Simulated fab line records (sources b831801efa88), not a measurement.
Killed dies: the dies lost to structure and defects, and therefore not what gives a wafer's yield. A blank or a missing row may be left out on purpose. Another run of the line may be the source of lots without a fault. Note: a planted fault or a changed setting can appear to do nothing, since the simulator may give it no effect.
fab line records -- flow sky130
record lots=5, wafers=15, last_day=51
route steps=708 shown SD_P@359 RES_XHIGH@360 SALICIDE@361 LI_CONTACT@362 PAD_OPEN@708
lots with no fault: from the same line, run without faults
start_h: the number of hours between the record's first day and the start of the first shown wafer of the lot -- wait_h: hours since the lot's step before -- " the same as in the row above -- L1.1+2: a row that stands for several wafers -- - no value, or no start was given -- * or withheld: withheld -- < > ~ a bound
route shown NAME@n: a module of which the file shows steps, and the number in the route of the first -- usual: average and standard deviation across the fault-free wafers -- same: alike in all rows -- chamber/n: place in a boat -- sites: readings site by site -- _std_site: how widely they spread, as a standard deviation -- _edge_site: mean of outer sites minus mean of inner sites -- radius_mm: for every site, how far away it sits from the centre of the wafer -- mask NAME#n: copy n -- behind: tool/chamber where the wafer was last shaped -- hold: why the lot went on hold/how many hours it stayed there/how the hold came to an end -- device: which transistor (n, p or np) failed to switch -- end of line: tests of these same wafers at the route's end -- where a step has no rows: the recipe by itself -- killed: dies lost to structure and defects at the first sort, not the wafer's yield -- map: per-die view of a wafer (x killed, . not killed, _ where there is no die)
set.NAME: the run value of the setting; set.NAME@STEP: its run value at that earlier step -- model.NAME: the simulator's own value behind a step, which no gauge read
certain route steps with their lots: each step a table, each wafer a row
services: a tool's chamber out of use, with start hour (start_h, from the record's first day; less than 0 if before it), hours out, and reason
## steps
# step SKY_SD_N_RS_MEAS_17
# recipe thk_meas_gauge=four-point-probe
# usual SD_P_RS=146.9/0.44
lot.wafer,tool,chamber,start_h,wait_h,SD_P_RS[ohm/sq]
L284.2,film_metro-04,-,677.94,0.1,146.8
L284.3,film_metro-04,-,677.94,0.1,146.5
L284.6,film_metro-04,-,677.94,0.1,146.6
L287.1,film_metro-01,-,691.68,0.1,147.4
L287.2,film_metro-01,-,691.68,0.1,148.1
L287.4,film_metro-01,-,691.68,0.1,147.6
L294.1,film_metro-04,-,755.28,0.1,146.9
L294.2,film_metro-04,-,755.28,0.1,146.6
L294.5,film_metro-04,-,755.28,0.1,146.2
L300.4,film_metro-04,-,800.83,0.1,146.4
L300.5,film_metro-04,-,800.83,0.1,146.7
L300.6,film_metro-04,-,800.83,0.1,146.4
L303.2,film_metro-02,-,850.59,0.1,146.8
L303.5,film_metro-02,-,850.59,0.1,147.1
L303.6,film_metro-02,-,850.59,0.1,146.8
# step SKY_SD_N_RS_MEAS_18
# recipe thk_meas_gauge=four-point-probe
# usual RES_XHIGH_RS=333.0/1.2
lot.wafer,tool,chamber,start_h,wait_h,RES_XHIGH_RS[ohm/sq]
L284.2,film_metro-04,-,678.06,0.1,333.5
L284.3,film_metro-04,-,678.06,0.1,334.0
L284.6,film_metro-04,-,678.06,0.1,334.2
L287.1,film_metro-01,-,691.80,0.1,332.3
L287.2,film_metro-01,-,691.80,0.1,333.0
L287.4,film_metro-01,-,691.80,0.1,333.3
L294.1,film_metro-04,-,755.40,0.1,334.0
L294.2,film_metro-04,-,755.40,0.1,334.0
L294.5,film_metro-04,-,755.40,0.1,332.7
L300.4,film_metro-04,-,800.95,0.1,332.0
L300.5,film_metro-04,-,800.95,0.1,332.1
L300.6,film_metro-04,-,800.95,0.1,331.6
L303.2,film_metro-02,-,850.71,0.1,330.8
L303.5,film_metro-02,-,850.71,0.1,330.2
L303.6,film_metro-02,-,850.71,0.1,331.1
# step SKY_SALICIDE_CLEAN_00
# recipe chemistry=HF-last, time_s=30, dilution=100:1, dry=ipa_marangoni
# step SKY_LI_CONTACT_HDPCVD_00
# recipe material=PSG, target_thk_nm=930, sigma_open_frac=0.3, time_s=155, temp_c=600, sih4_flow_sccm=60, pressure_mtorr=6
# step SKY_LI_CONTACT_THK_MEAS_01
# recipe reads=PSG_of_LI_CONTACT_HDPCVD_00
# usual LI_CONTACT_HDPCVD_THK=924/9.6
lot.wafer,tool,chamber,start_h,wait_h,LI_CONTACT_HDPCVD_THK[nm]
L284.2,film_metro-02,-,678.29,0.1,926
L284.3,film_metro-02,-,678.29,0.1,928
L284.6,film_metro-02,-,678.29,0.1,918
L287.1,film_metro-02,-,692.06,0.1,921
L287.2,film_metro-02,-,692.06,0.1,931
L287.4,film_metro-02,-,692.06,0.1,910
L294.1,film_metro-04,-,755.64,0.1,925
L294.2,film_metro-04,-,755.64,0.1,917
L294.5,film_metro-04,-,755.64,0.1,918
L300.4,film_metro-02,-,801.16,0.0,925
L300.5,film_metro-02,-,801.16,0.0,931
L300.6,film_metro-02,-,801.16,0.0,920
L303.2,film_metro-01,-,850.94,0.1,941
L303.5,film_metro-01,-,850.94,0.1,941
L303.6,film_metro-01,-,850.94,0.1,941
# step SKY_LI_CONTACT_CMP_02
# recipe material=PSG, down_force_psi=4, platen_rpm=60, pad_velocity_m_s=0.94248
# usual motor_current_A=11.7/1.2, retaining_ring_pressure_frac=1.000/0.0048, time_to_endpoint_s=31.4/2.2
lot.wafer,tool,chamber,start_h,wait_h,motor_current_A,retaining_ring_pressure_frac,time_to_endpoint_s
L284.3,cmp-02,1,678.44,0.1,13.0,1.002,33.9
L284.2,cmp-02,2,678.44,0.1,11.1,0.999,32.5
L284.6,cmp-02,0,678.44,0.1,10.5,0.997,32.9
L287.1,cmp-02,3,692.12,0.1,11.5,0.996,30.6
L287.2,cmp-02,0,692.12,0.1,10.9,0.999,30.7
L287.4,cmp-02,2,692.12,0.1,11.0,1.002,26.8
L294.2,cmp-01,3,755.70,0.0,10.3,1.005,30.4
L294.1,cmp-01,2,755.70,0.0,10.7,0.997,33.4
L294.5,cmp-01,3,755.70,0.0,10.3,1.008,30.6
L300.4,cmp-02,0,801.29,0.1,11.2,0.995,33.1
L300.5,cmp-02,2,801.29,0.1,11.2,1.004,31.1
L300.6,cmp-02,3,801.29,0.1,12.1,1.002,32.3
L303.2,cmp-01,2,850.99,0.0,11.8,1.002,30.5
L303.6,cmp-01,2,850.99,0.0,10.7,1.003,32.9
L303.5,cmp-01,3,850.99,0.0,11.0,0.999,30.6
# step SKY_LI_CONTACT_BOW_MEAS_03
# recipe mode=bow
# usual LI_CONTACT_BOW=56/7.1
lot.wafer,tool,chamber,start_h,wait_h,LI_CONTACT_BOW[um]
L284.2,film_metro-01,-,678.66,0.1,48
L284.3,film_metro-01,-,678.66,0.1,70
L284.6,film_metro-01,-,678.66,0.1,52
L287.1,film_metro-02,-,692.42,0.2,45
L287.2,film_metro-02,-,692.42,0.2,51
L287.4,film_metro-02,-,692.42,0.2,56
L294.1,film_metro-02,-,756.00,0.1,63
L294.2,film_metro-02,-,756.00,0.1,56
L294.5,film_metro-02,-,756.00,0.1,60
L300.4,film_metro-01,-,801.55,0.2,61
L300.5,film_metro-01,-,801.55,0.2,54
L300.6,film_metro-01,-,801.55,0.2,63
L303.2,film_metro-04,-,851.31,0.3,45
L303.5,film_metro-04,-,851.31,0.3,57
L303.6,film_metro-04,-,851.31,0.3,47
# step SKY_LI_CONTACT_DEHYDRATE_04
# recipe temp_c=200, time_s=60
# step SKY_LI_CONTACT_HMDS_05
# recipe prime_time_s=60, prime_temp_c=120
# step SKY_LI_CONTACT_COAT_06
# recipe resist=BARC, temp_c=withheld, time_s=withheld, spin_rpm=3000, resist_thk_nm=60
# step SKY_LI_CONTACT_COAT_07
# recipe resist=KrF-thick, spin_rpm=3000, resist_thk_nm=450
# step SKY_LI_CONTACT_SOFTBAKE_08
# recipe temp_c=100, time_s=90, resist=KrF-thick
# step SKY_LI_CONTACT_EXPOSE_09
# recipe mask_id=LICM1, na=0.8, source_shape=annular, sigma_inner=0.55, sigma_outer=0.85, target_cd_nm=170, dose_mj=38
lot.wafer,tool,chamber,start_h,wait_h,mask
L284.2+3+6,krf_scanner-02,0,693.25,-,LICM1#0
L287.1+2+4,krf_scanner-02,0,706.76,-,LICM1#0
L294.1+2+5,krf_scanner-02,0,769.65,-,LICM1_R1#0
L300.4+5+6,krf_scanner-02,0,814.91,-,LICM1#0
L303.2+5+6,krf_scanner-02,0,864.56,-,LICM1#0
# step SKY_LI_CONTACT_PEB_10
# recipe peb_temp_c=withheld, peb_time_s=withheld, resist=KrF-thick
# step SKY_LI_CONTACT_DEVELOP_11
# recipe develop_time_s=60, resist=KrF-thick, dev_temp_c=21
# step SKY_LI_CONTACT_CD_MEAS_12
# recipe target_cd_nm=170
# usual cd_nm=170.5/1.7
lot.wafer,tool,chamber,start_h,wait_h,cd_nm
L284.2,cd_sem-02,-,707.13,-,168.1
L284.3,cd_sem-02,-,707.13,-,170.4
L284.6,cd_sem-02,-,707.13,-,170.1
L287.1,cd_sem-01,-,720.56,-,172.3
L287.2,cd_sem-01,-,720.56,-,171.4
L287.4,cd_sem-01,-,720.56,-,170.4
L294.1,cd_sem-02,-,782.41,-,138.9
L294.2,cd_sem-02,-,782.41,-,139.4
L294.5,cd_sem-02,-,782.41,-,138.1
L300.4,cd_sem-01,-,827.82,-,169.6
L300.5,cd_sem-01,-,827.82,-,167.9
L300.6,cd_sem-01,-,827.82,-,169.2
L303.2,cd_sem-01,-,877.18,-,169.0
L303.5,cd_sem-01,-,877.18,-,168.6
L303.6,cd_sem-01,-,877.18,-,169.0
# step SKY_LI_CONTACT_OVL_MEAS_13
# usual LI_CONTACT_OVL=-4/5.2
lot.wafer,tool,chamber,start_h,wait_h,LI_CONTACT_OVL[nm]
L284.2,overlay-01,-,707.24,0.1,-6
L284.3,overlay-01,-,707.24,0.1,-8
L284.6,overlay-01,-,707.24,0.1,-1
L287.1,overlay-02,-,720.68,0.1,-1
L287.2,overlay-02,-,720.68,0.1,-7
L287.4,overlay-02,-,720.68,0.1,-1
L294.1,overlay-02,-,782.53,0.1,0
L294.2,overlay-02,-,782.53,0.1,-8
L294.5,overlay-02,-,782.53,0.1,-7
L300.4,overlay-02,-,827.90,0.1,6
L300.5,overlay-02,-,827.90,0.1,3
L300.6,overlay-02,-,827.90,0.1,7
L303.2,overlay-02,-,877.28,0.1,-9
L303.5,overlay-02,-,877.28,0.1,-7
L303.6,overlay-02,-,877.28,0.1,-8
# step SKY_LI_CONTACT_ETCH_14
# recipe chemistry=N2/H2, target=BARC, ion_energy_ev=200, source_w=500, bias_w=97.31, pressure_mtorr=30, n2_flow_sccm=100, h2_flow_sccm=200, stop_on=SiO2, time_s=45.9, target_depth_a=600
# usual drypump_motor_current_A=5.8/0.37, oes_product_au=0.854/0.0045, throttle_valve_pct=13.225/0.0087
lot.wafer,tool,chamber,start_h,wait_h,drypump_motor_current_A,oes_product_au,rf_hours_counter_h,throttle_valve_pct,model.LI_CONTACT.cd_nm
L284.2,rie_diel-04,2,707.27,0.0,5.6,0.857,4,13.223,169.1
L284.3,rie_diel-04,1,707.27,0.0,6.0,0.860,11,13.220,170.2
L284.6,rie_diel-04,0,707.27,0.0,5.5,0.857,-,13.224,170.5
L287.1,rie_diel-01,0,720.71,0.0,6.3,0.861,11,13.221,173.1
L287.2,rie_diel-01,2,720.71,0.0,4.8,0.850,23,13.231,171.7
L287.4,rie_diel-01,1,720.71,0.0,5.2,0.860,42,13.235,171.3
L294.1,rie_diel-02,3,782.57,0.0,5.7,0.860,7,13.220,138.9
L294.2,rie_diel-02,2,782.57,0.0,5.7,0.855,6,13.228,139.9
L294.5,rie_diel-02,0,782.57,0.0,5.9,0.860,-,13.213,138.6
L300.4,rie_diel-04,1,827.92,0.0,5.9,0.857,14,13.226,169.7
L300.5,rie_diel-04,2,827.92,0.0,5.7,0.858,-,13.226,168.2
L300.6,rie_diel-04,1,827.92,0.0,6.0,0.852,-,13.226,169.6
L303.2,rie_diel-01,3,877.31,0.0,6.0,0.859,15,13.231,169.2
L303.5,rie_diel-01,0,877.31,0.0,6.3,0.856,-,13.225,167.7
L303.6,rie_diel-01,3,877.31,0.0,6.0,0.858,-,13.222,169
# step SKY_LI_CONTACT_ETCH_15
# recipe target=PSG, chemistry=C4F8/O2/Ar, stop_on=Si, taper_deg=4.15, mask_material=KrF-thick, source_w=1500, bias_w=1200, pressure_mtorr=40, c4f8_flow_sccm=withheld, O2_flow_sccm=6, Ar_flow_sccm=300, time_s=withheld, target_depth_a=6000
# usual oes_product_au=0.836/0.0047
lot.wafer,tool,chamber,start_h,wait_h,oes_product_au,model.LI_CONTACT.cd_nm
L284.2,rie_diel-04,2,707.31,0.0,0.838,169.6
L284.3,rie_diel-04,1,707.31,0.0,0.836,171
L284.6,rie_diel-04,0,707.31,0.0,0.834,171.1
L287.1,rie_diel-01,0,720.75,0.0,0.835,173.2
L287.2,rie_diel-01,2,720.75,0.0,0.837,171.8
L287.4,rie_diel-01,1,720.75,0.0,0.835,171.6
L294.1,rie_diel-02,3,782.61,0.0,0.837,138.5
L294.2,rie_diel-02,2,782.61,0.0,0.845,140.2
L294.5,rie_diel-02,0,782.61,0.0,0.838,139.1
L300.4,rie_diel-04,1,827.96,0.0,0.836,170
L300.5,rie_diel-04,2,827.96,0.0,0.827,168.2
L300.6,rie_diel-04,1,827.96,0.0,0.832,170.5
L303.2,rie_diel-01,3,877.36,0.0,0.830,169.5
L303.5,rie_diel-01,0,877.36,0.0,0.833,167.6
L303.6,rie_diel-01,3,877.36,0.0,0.835,169.8
# step SKY_LI_CONTACT_STRIP_16
# recipe chemistry=O2/N2, power_w=1400, pressure_mtorr=1500, platen_temp_c=withheld, o2_flow_sccm=3000, n2_flow_sccm=300, overash_fraction=0.5
# usual drypump_motor_current_A=5.8/0.48, o2_flow_sccm=3000/8.5, oes_product_au=0.376/0.0048, strip_time_to_endpoint_s=3.506/0.027
# same overash_fraction=0.5
lot.wafer,tool,chamber,start_h,wait_h,drypump_motor_current_A,o2_flow_sccm,oes_product_au,rf_hours_counter_h,strip_time_to_endpoint_s
L284.2,plasma_asher-01,1,707.40,-,5.9,3023,0.374,100,3.502
L284.3,plasma_asher-01,0,707.40,-,5.5,3014,0.368,-,3.460
L284.6,plasma_asher-01,0,707.40,-,5.5,2992,0.376,-,3.494
L287.1,plasma_asher-01,0,720.84,-,5.5,2998,0.375,102,3.505
L287.2,plasma_asher-01,1,720.84,-,5.9,2988,0.383,102,3.526
L287.4,plasma_asher-01,0,720.84,-,5.5,3003,0.380,-,3.520
L294.1,plasma_asher-04,0,782.70,-,6.4,3000,0.381,36,3.533
L294.2,plasma_asher-04,1,782.70,-,6.0,2987,0.379,36,3.517
L294.5,plasma_asher-04,1,782.70,-,6.0,2993,0.382,-,3.474
L300.4,plasma_asher-04,1,828.08,-,6.0,3000,0.370,-,3.451
L300.5,plasma_asher-04,1,828.08,-,6.0,2994,0.380,-,3.482
L300.6,plasma_asher-04,0,828.08,-,6.4,2996,0.372,-,3.469
L303.2,plasma_asher-04,0,877.44,-,6.4,3000,0.375,46,3.449
L303.5,plasma_asher-04,1,877.44,-,5.9,2989,0.385,-,3.487
L303.6,plasma_asher-04,0,877.44,-,6.4,3006,0.376,-,3.505
# step SKY_PAD_OPEN_PROBE_99
# usual killed_at_M0_to_M3=44/6.8, killed_at_M4_up=2.9/1.9, killed_at_contacts=24/5.2, killed_at_front_end=16/4.1, killed_at_other=0.4/0.74, killed_dies=88/9.1, killed_on_rim=17/4, killed_open=48/7.2, killed_short=39/5.6
# same gross_dies=492, killed_at_back_side=0
lot.wafer,tool,chamber,start_h,wait_h,killed_at_M0_to_M3,killed_at_M4_up,killed_at_contacts,killed_at_front_end,killed_at_other,killed_dies,killed_on_rim,killed_open,killed_short
L284.2,prober-01,-,1094.17,0.1,44,6,20,18,0,88,17,48,39
L284.3,prober-01,-,1094.22,0.2,36,3,27,22,0,88,17,52,35
L284.6,prober-01,-,1094.37,0.2,50,4,24,14,0,92,20,55,37
L287.1,prober-02,-,1108.19,0.1,46,1,29,15,0,91,15,60,30
L287.2,prober-02,-,1108.24,0.1,39,6,36,13,0,94,18,53,41
L287.4,prober-02,-,1108.34,0.2,34,5,37,18,1,95,14,47,47
L294.1,prober-01,-,1152.79,0.1,48,4,266,11,0,329,91,50,34
L294.2,prober-01,-,1152.84,0.1,42,1,223,19,0,285,88,52,32
L294.5,prober-01,-,1152.99,0.2,39,5,262,21,1,328,93,44,41
L300.4,prober-01,-,1189.03,0.2,35,1,24,18,0,78,23,46,32
L300.5,prober-01,-,1189.08,0.2,49,1,22,15,0,87,14,42,45
L300.6,prober-01,-,1189.13,0.2,37,4,29,8,0,78,10,38,39
L303.2,prober-02,-,1217.52,0.1,40,5,23,18,3,89,27,47,42
L303.5,prober-02,-,1217.67,0.2,37,3,30,19,0,89,18,46,43
L303.6,prober-02,-,1217.72,0.2,47,5,34,16,0,102,22,67,35
# killed by level:class
L284.2 VIA1:geometric_particle:open=10 LI_CONTACT:geometric_particle:open=9 METAL1:geometric_particle:short=8 FIELD_ISO:geometric_particle:short=7 VIA3:geometric_particle:open=7 CONTACT:geometric_particle:open=6 VIA2:geometric_particle:short=5 POLY_GATE:geometric_particle:open=4
L284.3 VIA1:geometric_particle:open=12 LI_CONTACT:geometric_particle:open=10 CONTACT:geometric_particle:open=8 FIELD_ISO:geometric_particle:short=6 POLY_GATE:geometric_particle:open=5 LOCAL_INTERCONNECT:geometric_particle:short=5 VIA3:geometric_particle:open=5 METAL1:geometric_particle:short=5
L284.6 VIA1:geometric_particle:open=16 LI_CONTACT:geometric_particle:open=9 CONTACT:geometric_particle:open=9 VIA1:geometric_particle:short=7 METAL1:geometric_particle:short=6 VIA2:geometric_particle:open=5 POLY_GATE:geometric_particle:open=4 CONTACT:geometric_particle:short=4
L287.1 VIA1:geometric_particle:open=14 VIA3:geometric_particle:open=10 CONTACT:geometric_particle:open=8 VIA2:geometric_particle:open=8 CONTACT:geometric_particle:short=7 METAL2:geometric_particle:short=7 LI_CONTACT:geometric_particle:open=6 POLY_GATE:geometric_particle:open=5
L287.2 CONTACT:geometric_particle:open=13 VIA1:geometric_particle:open=10 LI_CONTACT:geometric_particle:open=9 CONTACT:geometric_particle:short=8 VIA2:geometric_particle:open=8 METAL4:geometric_particle:short=5 POLY_GATE:geometric_particle:open=4 POLY_GATE:geometric_particle:short=4
L287.4 LI_CONTACT:geometric_particle:open=10 CONTACT:geometric_particle:open=9 CONTACT:geometric_particle:short=8 VIA3:geometric_particle:open=6 FIELD_ISO:geometric_particle:short=5 VIA2:geometric_particle:short=5 LI_CONTACT:geometric_particle:short=5 METAL4:geometric_particle:short=5
L294.1 LI_CONTACT:area_expose=245 VIA1:geometric_particle:open=12 METAL1:geometric_particle:short=9 CONTACT:geometric_particle:open=8 VIA3:geometric_particle:open=8 LI_CONTACT:geometric_particle:open=5 VIA2:geometric_particle:open=5 FIELD_ISO:geometric_particle:short=4
L294.2 LI_CONTACT:area_expose=201 CONTACT:geometric_particle:open=13 POLY_GATE:geometric_particle:open=7 VIA1:geometric_particle:open=7 VIA1:geometric_particle:short=6 METAL1:geometric_particle:short=6 VIA2:geometric_particle:open=6 LI_CONTACT:geometric_particle:open=5
L294.5 LI_CONTACT:area_expose=243 VIA1:geometric_particle:open=13 LI_CONTACT:geometric_particle:open=7 FIELD_ISO:geometric_particle:short=6 VIA2:geometric_particle:open=6 FIELD_ISO:geometric_particle:open=5 CONTACT:geometric_particle:short=5 VIA3:geometric_particle:open=5
L300.4 VIA1:geometric_particle:open=11 POLY_GATE:geometric_particle:open=8 LI_CONTACT:geometric_particle:open=6 CONTACT:geometric_particle:short=6 CONTACT:geometric_particle:open=6 VIA3:geometric_particle:open=6 METAL1:geometric_particle:short=4 VIA3:geometric_particle:short=4
L300.5 VIA1:geometric_particle:open=10 CONTACT:geometric_particle:open=9 VIA1:geometric_particle:short=8 METAL1:geometric_particle:short=7 VIA2:geometric_particle:open=6 VIA3:geometric_particle:open=6 CONTACT:geometric_particle:short=5 VIA3:geometric_particle:short=5
L300.6 CONTACT:geometric_particle:open=9 LI_CONTACT:geometric_particle:open=8 METAL1:geometric_particle:short=6 VIA1:geometric_particle:open=6 CONTACT:geometric_particle:short=5 VIA2:geometric_particle:open=5 LI_CONTACT:geometric_particle:short=4 METAL2:geometric_particle:short=4
L303.2 VIA1:geometric_particle:open=11 LI_CONTACT:geometric_particle:open=9 CONTACT:geometric_particle:open=8 METAL2:geometric_particle:short=7 VIA2:geometric_particle:open=6 FIELD_ISO:geometric_particle:short=4 FIELD_ISO:geometric_particle:open=4 POLY_GATE:geometric_particle:short=4
L303.5 LOCAL_INTERCONNECT:geometric_particle:short=8 CONTACT:geometric_particle:open=8 METAL2:geometric_particle:short=7 VIA1:geometric_particle:open=7 POLY_GATE:geometric_particle:open=6 POLY_GATE:geometric_particle:short=6 VIA2:geometric_particle:open=6 LI_CONTACT:geometric_particle:open=5
L303.6 CONTACT:geometric_particle:open=18 VIA1:geometric_particle:open=10 LI_CONTACT:geometric_particle:open=9 VIA3:geometric_particle:open=7 CONTACT:geometric_particle:short=6 METAL2:geometric_particle:short=6 VIA2:geometric_particle:open=6 FIELD_ISO:geometric_particle:open=5
# map L294.1 (x killed, . not)
__________xxxxx.xxxx_________
________xxxxxxxxxxxxxx_______
______xxxxxxxxxxxxxx.xxx_____
_____xxxxxxxx..x.x.xx.xxx____
____xxx.xxxx.xxxxx.xxxxxxx___
___xxxxxxx.xxxx...x.xx.xxxx__
__xxxxxxxxx.....xx...xx.xxxx_
_xxxxxxx...x.xx..x.x....xxxxx
_xxxxxx.xx..xx.........xx..xx
_xxxx..xx....x......xx.x...xx
_xxxx.xxx..x...x.xx.xxx..x.xx
_xxxxxxx.x....x....x....x.xx.
_xxx..xx....xx...x........xxx
_xxxxxxx....x..xx.x......x.xx
_xxxxxxxxx..x...x.x..x.x..xxx
__xxxxxxx..xx..x.x..xxx.xx.x_
___xxxx.xxxxxxx....xxx..xx.__
____xxxxxxxx....xxx.xxxxxx___
_____xxxxxxx.xxxx.x..xxxx____
______xxxxxxx.xxxxx.xxxx_____
________xxxxxxxxxxxxxx_______
__________xxx.xxxxxx_________
# map L284.6 (x killed, . not)
__________xx.....x.._________
________xx...xx....x.._______
______....x........x...._____
_____.....xx..x...xxxx...____
____.x.......xx...........___
___...x.x....x.......x.x...__
__.x.....................x.._
_..............x.xx.....xx...
_.........x....x.............
_x..x..x............x.......x
_xx....xx....xx.....x...x..xx
_......x.x..........x........
_.............x...........x..
_......x..x.....x.x..........
_...x.x.xxxx..x..x.x.......x.
__x.......x.x....xx...x....._
___x.......xx....x.........__
____x........xx......xx...___
_____..............x.....____
______..........x.x..x.._____
________x........xx.x._______
__________.x........_________
## services
tool,chamber,start_h,hours,kind
rie_diel-02,-,655.58,0.3,repair
cmp-01,-,663.60,2.7,repair
cmp-02,-,674.28,0.5,repair
rie_diel-04,1,676.47,2.1,repair
krf_scanner-02,-,678.92,3.6,pm
cmp-01,-,688.22,3.3,repair
rie_diel-02,-,689.08,0.9,repair
krf_scanner-02,-,697.09,0.8,pm
rie_diel-04,-,700.33,0.4,repair
krf_scanner-02,-,704.21,1.0,pm
plasma_asher-04,-,721.55,1.0,repair
krf_scanner-02,-,723.01,1.7,repair
rie_diel-04,0,739.97,2.8,repair
cmp-02,-,743.68,6.5,repair
cmp-02,-,747.24,4.3,repair
cmp-02,-,751.57,4.7,pm
cmp-02,-,756.63,3.7,repair
krf_scanner-02,-,771.92,1.3,pm
rie_diel-04,0,776.11,3.2,repair
cmp-02,-,779.52,19.2,pm
cmp-02,-,799.58,0.4,repair
krf_scanner-02,-,802.45,0.5,repair
rie_diel-01,3,825.12,16.6,repair
cmp-02,-,852.85,0.6,repair
## key
first_sign step=SKY_LI_CONTACT_EXPOSE_09, reading=mask, direction=changed
effect step=SKY_LI_CONTACT_CD_MEAS_12, reading=cd_nm, direction=down, sigmas=18, usual=170.5, struck=138.8
effect step=SKY_PAD_OPEN_PROBE_99, reading=killed_at_contacts, direction=up, sigmas=43, usual=24, struck=250
model_effect step=SKY_LI_CONTACT_ETCH_14, value=LI_CONTACT.cd_nm, without=173.1, struck=139.1
model_effect step=SKY_LI_CONTACT_ETCH_15, value=LI_CONTACT.cd_nm, without=173.3, struck=139.3
more_kills_born_at SKY_LI_CONTACT_EXPOSE_09@krf_scanner-02=689
met_at SKY_LI_CONTACT_EXPOSE_09
struck_wafers L294.1,L294.2,L294.5
tester_left_out L294
onset_between 706.76 769.65
fault kind=wrong_mask, tool=any, chamber=-, onset_h=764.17, steps=SKY_LI_CONTACT_EXPOSE_09, aux_copy=LICM1_R1#0, cd_offset_nm=-34, scope=struck_lots_only
# tester_left_out: of these lots the tester's yield and bins aren't shown, on N5 and GAA mostly nor the transistor test; their killed dies are dies lost to structure and defects alone, not to doping, threshold or leakage, so they don't give the yield
